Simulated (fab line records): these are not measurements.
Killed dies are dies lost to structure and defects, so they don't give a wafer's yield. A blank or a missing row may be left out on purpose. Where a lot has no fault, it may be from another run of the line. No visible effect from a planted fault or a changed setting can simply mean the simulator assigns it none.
fab line records	flow sky130
record: lots: 12	wafers: 36	last-day: 50
route steps=708 shown POLY_GATE@218 LDD_P@265 LDD_HVP@280 SPACER@305 PAD_OPEN@708
lots with no fault: from the same line, run without faults
start-h: hours from the record's first day to the start of the lot's first wafer shown	wait-h: time in hours since the lot's previous step	" same as the row above	L1.1+2: one row covering several wafers at once	- either no value or no given start	* or withheld: withheld	< > ~ a bound
route shown NAME@n: a module of which the file shows steps, and the number in the route of the first	usual: the fault-free wafers' mean and standard deviation	same: alike in all rows	chamber/n: place in a boat	sites: each site's reading	_std_site: their standard deviation	_edge_site: inner sites' mean taken away from outer sites' mean	radius-mm: how far each site lies from the wafer's centre	mask NAME#n: copy n	behind: tool/chamber where the wafer was last shaped	hold: cause of the lot's hold/its duration in hours/its outcome	device: the transistor (n, p or np) that didn't switch	end of line: tests run on the same wafers once the route is complete	a step with no rows: only its recipe	killed: at the first sort, the dies lost to defects and structure; wafer yield is something else	map: dies across one wafer; x = killed, . = not, _ = none there
set.NAME: the setting as run; set.NAME@STEP: as run at that earlier step	model.NAME: the simulator's own value behind a step, which no gauge read
route steps across a sampled set of lots; one table per step, one row per wafer
services: from which hour (start-h, from the record's first day; less than 0 if before it) a tool's chamber was out of use, for how many hours, and why
== steps ==
step: SKY_POLY_GATE_THK_MEAS_04
recipe: reads: Si3N4_of_POLY_GATE_CVD_03
usual: POLY_GATE_CVD_03_THK: 75.0/0.8
lot.wafer	tool	chamber	start-h	wait-h	POLY_GATE_CVD_03_THK[nm]
L419.2	film-metro-04	-	349.85	0.0	75.6
L419.5	"	-	"	"	75.8
L419.6	"	-	"	"	76.1
L420.2	film-metro-03	-	351.20	0.0	74.7
L420.4	"	-	"	"	75.0
L420.5	"	-	"	"	74.8
L423.3	film-metro-01	-	398.62	0.0	75.7
L423.4	"	-	"	"	74.8
L423.5	"	-	"	"	75.5
L425.2	film-metro-03	-	412.51	0.0	74.0
L425.3	"	-	"	"	74.3
L425.5	"	-	"	"	74.6
L427.1	film-metro-01	-	416.85	0.0	75.0
L427.5	"	-	"	"	74.9
L427.6	"	-	"	"	74.8
L428.1	film-metro-01	-	424.84	0.0	74.4
L428.2	"	-	"	"	74.5
L428.5	"	-	"	"	74.1
L429.1	film-metro-03	-	439.81	0.0	75.2
L429.3	"	-	"	"	75.6
L429.5	"	-	"	"	75.0
L430.3	film-metro-04	-	449.18	0.0	75.5
L430.4	"	-	"	"	73.8
L430.5	"	-	"	"	75.0
L431.1	film-metro-01	-	458.43	0.0	74.8
L431.4	"	-	"	"	75.1
L431.6	"	-	"	"	75.2
L437.3	film-metro-01	-	507.89	0.0	75.6
L437.5	"	-	"	"	75.1
L437.6	"	-	"	"	76.1
L438.1	film-metro-01	-	509.57	0.0	75.1
L438.2	"	-	"	"	75.9
L438.6	"	-	"	"	75.2
L439.2	film-metro-04	-	537.28	0.0	76.0
L439.4	"	-	"	"	75.1
L439.5	"	-	"	"	75.2
step: SKY_LDD_P_STRIP_10
recipe: chemistry: O2/N2	power-w: 1400	pressure-mtorr: 1500	platen-temp-c: withheld	o2-flow-sccm: 3000	n2-flow-sccm: 300	overash-fraction: 0.5
usual: drypump-motor-current-A: 5.6/0.32	o2-flow-sccm: 3000/8.7	oes-product-au: 0.715/0.0043	strip-time-to-endpoint-s: 14.189/0.03
lot.wafer	tool	chamber	start-h	wait-h	drypump-motor-current-A	o2-flow-sccm	oes-product-au	rf-hours-counter-h	strip-time-to-endpoint-s
L419.2	plasma-asher-02	0	440.78	0.1	4.9	3006	0.719	1	14.152
L419.5	"	1	"	"	5.7	2989	0.703	-	14.153
L419.6	"	0	"	"	4.9	3002	0.711	-	14.189
L420.2	plasma-asher-03	0	441.94	0.1	6.0	2996	0.717	29	14.105
L420.4	"	0	"	"	6.0	3006	0.713	-	14.149
L420.5	"	1	"	"	5.7	2986	0.715	-	14.173
L423.3	plasma-asher-02	0	492.98	0.1	4.9	3014	0.718	-	14.180
L423.4	"	1	"	"	5.7	3001	0.722	-	14.195
L423.5	"	0	"	"	4.9	3002	0.716	-	14.195
L425.2	plasma-asher-02	1	506.23	0.1	5.7	3006	0.717	8	14.218
L425.3	"	0	"	"	4.9	3000	0.718	-	14.195
L425.5	"	0	"	"	4.9	3010	0.717	-	14.182
L427.1	plasma-asher-03	1	511.84	0.1	5.7	2998	0.715	36	14.161
L427.5	"	1	"	"	5.7	3003	0.709	-	14.152
L427.6	"	0	"	"	6.0	3017	0.717	-	14.160
L428.1	plasma-asher-04	1	518.03	0.1	5.6	3008	0.712	84	14.229
L428.2	"	0	"	"	5.4	3000	0.719	84	14.242
L428.5	"	0	"	"	5.4	3010	0.722	-	14.216
L429.1	plasma-asher-03	1	534.65	0.1	5.8	2993	0.714	38	14.142
L429.3	"	1	"	"	5.7	2991	0.720	-	14.164
L429.5	"	0	"	"	6.0	2988	0.715	-	14.187
L430.3	plasma-asher-03	1	543.74	0.1	5.7	2991	0.717	-	14.220
L430.4	"	0	"	"	6.0	3002	0.714	-	14.208
L430.5	"	0	"	"	6.0	2975	0.714	-	14.155
L431.1	plasma-asher-04	1	551.69	0.1	5.6	3001	0.709	87	14.226
L431.4	"	0	"	"	5.4	3001	0.713	-	14.174
L431.6	"	0	"	"	5.4	3007	0.720	-	14.192
L437.3	plasma-asher-03	1	600.13	0.1	5.7	3008	0.716	-	14.191
L437.5	"	1	"	"	5.7	3003	0.711	-	14.184
L437.6	"	0	"	"	6.0	3004	0.719	-	14.155
L438.1	plasma-asher-04	1	601.29	0.1	5.6	3008	0.712	92	14.207
L438.2	"	0	"	"	5.5	2985	0.713	92	14.180
L438.6	"	1	"	"	5.6	3014	0.712	-	14.184
L439.2	plasma-asher-02	0	627.94	0.1	4.8	3003	0.719	20	14.170
L439.4	"	1	"	"	5.7	3007	0.713	-	14.215
L439.5	"	0	"	"	4.9	2981	0.715	-	14.196
step: SKY_LDD_HVP_COAT_02
recipe: resist: NOVOLAK	spin-rpm: 3000	resist-thk-nm: 300
usual: dispense-pressure-kPa: 53/3.3	exhaust-pa: 45.0/0.87	spin-speed-rpm: 2999.8/1.7
lot.wafer	tool	chamber	start-h	wait-h	dispense-pressure-kPa	exhaust-pa	spin-speed-rpm
L419.2	litho-track-03	0	485.75	0.1	52	46.1	2999.0
L419.5	"	0	"	"	52	44.3	2998.4
L419.6	"	0	"	"	52	43.5	2999.1
L420.2	litho-track-03	0	487.00	0.1	52	45.6	3003.1
L420.4	"	0	"	"	52	44.8	3001.3
L420.5	"	0	"	"	52	45.2	2998.0
L423.3	litho-track-02	0	537.61	0.1	50	45.0	2998.9
L423.4	"	0	"	"	50	43.1	3001.2
L423.5	"	0	"	"	50	42.9	2999.0
L425.2	litho-track-03	0	551.55	0.1	52	46.0	3000.5
L425.3	"	0	"	"	52	45.6	2999.3
L425.5	"	0	"	"	52	45.4	2998.1
L427.1	litho-track-04	0	556.45	0.1	58	44.3	3000.7
L427.5	"	0	"	"	58	45.1	3002.9
L427.6	"	0	"	"	58	44.9	3002.0
L428.1	litho-track-03	0	563.48	0.1	52	42.8	3001.9
L428.2	"	0	"	"	52	44.0	3002.0
L428.5	"	0	"	"	52	45.2	3001.8
L429.1	litho-track-03	0	579.18	0.1	52	45.9	2998.7
L429.3	"	0	"	"	52	43.6	2999.0
L429.5	"	0	"	"	52	45.2	2998.9
L430.3	litho-track-02	0	588.41	0.1	49	44.5	2998.2
L430.4	"	0	"	"	49	45.4	3003.4
L430.5	"	0	"	"	49	43.4	3002.2
L431.1	litho-track-04	0	595.60	0.1	58	44.1	3002.4
L431.4	"	0	"	"	58	43.9	3001.5
L431.6	"	0	"	"	58	45.4	3000.5
L437.3	litho-track-04	0	643.50	0.1	58	45.6	2773.5
L437.5	"	0	"	"	58	44.4	2775.5
L437.6	"	0	"	"	58	44.6	2770.0
L438.1	litho-track-04	0	644.95	0.1	58	44.6	2774.6
L438.2	"	0	"	"	58	44.7	2772.6
L438.6	"	0	"	"	58	44.5	2772.1
L439.2	litho-track-03	0	671.55	0.1	52	45.3	2999.0
L439.4	"	0	"	"	52	46.9	2999.9
L439.5	"	0	"	"	52	44.7	2998.6
step: SKY_LDD_HVP_STRIP_09
recipe: chemistry: O2/N2	power-w: 1400	pressure-mtorr: 1500	platen-temp-c: withheld	o2-flow-sccm: 3000	n2-flow-sccm: 300	overash-fraction: 0.5
usual: drypump-motor-current-A: 5.79/0.28	o2-flow-sccm: 2999/9.3	oes-product-au: 0.408/0.0045	strip-time-to-endpoint-s: 4.133/0.015
lot.wafer	tool	chamber	start-h	wait-h	drypump-motor-current-A	o2-flow-sccm	oes-product-au	rf-hours-counter-h	strip-time-to-endpoint-s
L419.2	plasma-asher-03	1	501.49	0.1	5.72	3025	0.412	35	4.140
L419.5	"	1	"	"	5.73	3007	0.402	-	4.155
L419.6	"	0	"	"	5.99	3015	0.409	-	4.135
L420.2	plasma-asher-01	0	502.38	0.1	6.14	3006	0.400	72	4.122
L420.4	"	1	"	"	6.31	2994	0.418	-	4.120
L420.5	"	1	"	"	6.36	2989	0.407	-	4.129
L423.3	plasma-asher-03	0	553.27	0.1	5.97	3009	0.417	-	4.134
L423.4	"	1	"	"	5.76	2992	0.401	-	4.130
L423.5	"	0	"	"	5.97	2998	0.404	-	4.135
L425.2	plasma-asher-04	1	566.46	0.1	5.61	3016	0.403	88	4.153
L425.3	"	0	"	"	5.45	2985	0.407	-	4.161
L425.5	"	1	"	"	5.64	2997	0.400	-	4.157
L427.1	plasma-asher-04	0	571.36	0.1	5.45	2992	0.414	89	4.125
L427.5	"	0	"	"	5.43	3005	0.411	-	4.113
L427.6	"	1	"	"	5.57	3006	0.405	-	4.133
L428.1	plasma-asher-04	0	578.41	0.1	5.44	3012	0.406	90	4.129
L428.2	"	1	"	"	5.59	2988	0.414	90	4.156
L428.5	"	1	"	"	5.59	2996	0.405	-	4.145
L429.1	plasma-asher-04	1	594.21	0.1	5.57	3023	0.410	91	4.135
L429.3	"	1	"	"	5.60	3010	0.411	-	4.143
L429.5	"	1	"	"	5.59	2999	0.398	-	4.161
L430.3	plasma-asher-03	0	603.50	0.1	5.97	2999	0.402	-	4.138
L430.4	"	1	"	"	5.73	3010	0.415	-	4.146
L430.5	"	1	"	"	5.75	2998	0.403	-	4.105
L431.1	plasma-asher-03	1	610.79	0.1	5.70	3004	0.406	45	4.133
L431.4	"	1	"	"	5.73	3014	0.407	-	4.154
L431.6	"	0	"	"	5.99	2979	0.408	-	4.154
L437.3	plasma-asher-04	0	657.75	0.1	5.42	2997	0.412	-	4.284
L437.5	"	0	"	"	5.38	2992	0.417	-	4.292
L437.6	"	1	"	"	5.57	2986	0.420	-	4.276
L438.1	plasma-asher-04	1	659.28	0.1	5.59	2993	0.416	97	4.303
L438.2	"	0	"	"	5.43	3003	0.413	97	4.309
L438.6	"	0	"	"	5.43	2995	0.413	-	4.315
L439.2	plasma-asher-03	0	685.69	0.1	5.98	3000	0.404	52	4.134
L439.4	"	0	"	"	5.97	2995	0.410	-	4.124
L439.5	"	0	"	"	5.98	2994	0.408	-	4.134
step: SKY_SPACER_THK_MEAS_01
recipe: reads: Si3N4_of_SPACER_CVD_00
usual: SPACER_CVD_00_THK: 43.2/0.33
lot.wafer	tool	chamber	start-h	wait-h	SPACER_CVD_00_THK[nm]
L419.2	film-metro-03	-	533.27	0.0	44.0
L419.5	"	-	"	"	43.6
L419.6	"	-	"	"	43.4
L420.2	film-metro-02	-	534.47	0.0	43.6
L420.4	"	-	"	"	43.4
L420.5	"	-	"	"	43.7
L423.3	film-metro-02	-	589.86	0.0	42.9
L423.4	"	-	"	"	42.9
L423.5	"	-	"	"	42.5
L425.2	film-metro-04	-	597.12	0.0	42.7
L425.3	"	-	"	"	43.4
L425.5	"	-	"	"	43.4
L427.1	film-metro-02	-	602.67	0.0	43.0
L427.5	"	-	"	"	42.9
L427.6	"	-	"	"	42.9
L428.1	film-metro-04	-	610.27	0.0	42.6
L428.2	"	-	"	"	42.7
L428.5	"	-	"	"	42.8
L429.1	film-metro-03	-	625.16	0.0	43.1
L429.3	"	-	"	"	43.3
L429.5	"	-	"	"	43.2
L430.3	film-metro-02	-	634.74	0.0	42.9
L430.4	"	-	"	"	43.4
L430.5	"	-	"	"	43.1
L431.1	film-metro-04	-	642.38	0.0	43.5
L431.4	"	-	"	"	43.4
L431.6	"	-	"	"	43.5
L438.1	film-metro-02	-	694.13	0.0	43.2
L438.2	"	-	"	"	43.1
L438.6	"	-	"	"	43.0
L437.3	film-metro-03	-	694.15	0.0	42.8
L437.5	"	-	"	"	42.8
L437.6	"	-	"	"	43.0
L439.2	film-metro-02	-	717.65	0.0	43.1
L439.4	"	-	"	"	43.0
L439.5	"	-	"	"	43.0
step: SKY_PAD_OPEN_PROBE_99
usual: killed_at_M0_to_M3: 42/7.4	killed_at_M4_up: 3.3/2.1	killed-at-contacts: 24/5.3	killed-at-front-end: 15/4.5	killed-at-other: 0.3/0.57	killed-dies: 84/10	killed-open: 46/7.5	killed-short: 38/6.4
same: gross-dies: 492	killed-at-back-side: 0
lot.wafer	tool	chamber	start-h	wait-h	killed_at_M0_to_M3	killed_at_M4_up	killed-at-contacts	killed-at-front-end	killed-at-other	killed-dies	killed-open	killed-short
L425.2	prober-01	-	1123.70	0.1	50	5	28	17	0	100	55	45
L425.3	prober-01	-	1123.75	0.2	40	4	26	15	0	85	51	34
L425.5	prober-01	-	1123.85	0.2	57	3	19	16	0	95	51	44
L438.1	prober-01	-	1183.78	0.1	41	2	22	11	0	76	35	41
L438.2	prober-01	-	1183.83	0.1	51	3	31	10	2	97	49	48
L438.6	prober-01	-	1184.03	0.2	39	3	23	16	0	81	38	43
killed by level:class
L425.2 VIA1:geometric-particle:open=16 METAL2:geometric-particle:short=10 CONTACT:geometric-particle:open=10 LI_CONTACT:geometric-particle:open=9 METAL1:geometric-particle:short=5 METAL4:geometric-particle:short=5 POLY_GATE:geometric-particle:open=4 POLY_GATE:geometric-particle:short=4
L425.3 VIA2:geometric-particle:open=9 CONTACT:geometric-particle:open=8 LI_CONTACT:geometric-particle:open=6 VIA3:geometric-particle:open=6 METAL1:geometric-particle:short=6 FIELD_ISO:geometric-particle:open=5 CONTACT:geometric-particle:short=4 LOCAL_INTERCONNECT:geometric-particle:short=4
L425.5 VIA1:geometric-particle:open=14 VIA2:geometric-particle:open=12 CONTACT:geometric-particle:open=7 VIA3:geometric-particle:open=6 FIELD_ISO:geometric-particle:open=5 LOCAL_INTERCONNECT:geometric-particle:short=5 METAL3:geometric-particle:short=5 VIA1:geometric-particle:short=4
L438.1 CONTACT:geometric-particle:open=9 METAL2:geometric-particle:short=7 CONTACT:geometric-particle:short=6 VIA1:geometric-particle:open=6 VIA3:geometric-particle:open=6 METAL3:geometric-particle:short=6 FIELD_ISO:geometric-particle:short=5 LI_CONTACT:geometric-particle:open=5
L438.2 CONTACT:geometric-particle:open=11 VIA3:geometric-particle:open=9 VIA1:geometric-particle:open=8 METAL3:geometric-particle:short=8 LI_CONTACT:geometric-particle:open=7 LOCAL_INTERCONNECT:geometric-particle:short=6 CONTACT:geometric-particle:short=5 METAL1:geometric-particle:short=5
L438.6 LI_CONTACT:geometric-particle:open=7 FIELD_ISO:geometric-particle:open=6 VIA1:geometric-particle:open=6 METAL3:geometric-particle:short=6 CONTACT:geometric-particle:open=5 CONTACT:geometric-particle:short=5 VIA1:geometric-particle:short=5 METAL2:geometric-particle:short=5
== services ==
tool	chamber	start-h	hours	kind
plasma-asher-02	-	421.25	9.0	pm
plasma-asher-02	0	421.25	9.0	vent-cycle
plasma-asher-02	1	421.25	9.0	vent-cycle
plasma-asher-02	0	430.25	-	clean
plasma-asher-02	1	430.25	-	clean
plasma-asher-04	-	446.86	8.8	repair
plasma-asher-04	-	471.02	2.8	pm
plasma-asher-02	-	472.08	0.8	repair
plasma-asher-02	-	519.19	0.8	repair
plasma-asher-03	-	594.60	5.3	repair
plasma-asher-01	-	637.24	0.8	repair
litho-track-02	-	657.44	-	consumable-replace:filter
== key ==
first-sign: step: SKY_LDD_HVP_COAT_02	reading: spin-speed-rpm	direction: down	sigmas: 99+	usual: 2999.8	struck: 2773.0
effect: step: SKY_LDD_HVP_STRIP_09	reading: strip-time-to-endpoint-s	direction: up	sigmas: 11	usual: *	struck: *
met-at SKY_LDD_HVP_COAT_02
struck-lots L437,L438
tester-left-out L437,L438
not-acting-at SKY_POLY_GATE_THK_MEAS_04,SKY_LDD_P_STRIP_10,SKY_SPACER_THK_MEAS_01
onset-between 595.60 643.50
fault: kind: process-parameter-drift	tool: litho-track-04	chamber: -	onset-h: 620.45	steps: SKY_LDD_HVP_COAT_02	channel: spin-rpm	offset: -226.34	shape: step	end-h: 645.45	acts-in: these-recipes-only	stated: 3000
tester-left-out: of these lots the tester's yield and bins aren't shown, on N5 and GAA mostly nor the transistor test; their killed dies are dies lost to structure and defects alone, not to doping, threshold or leakage, so they don't give the yield
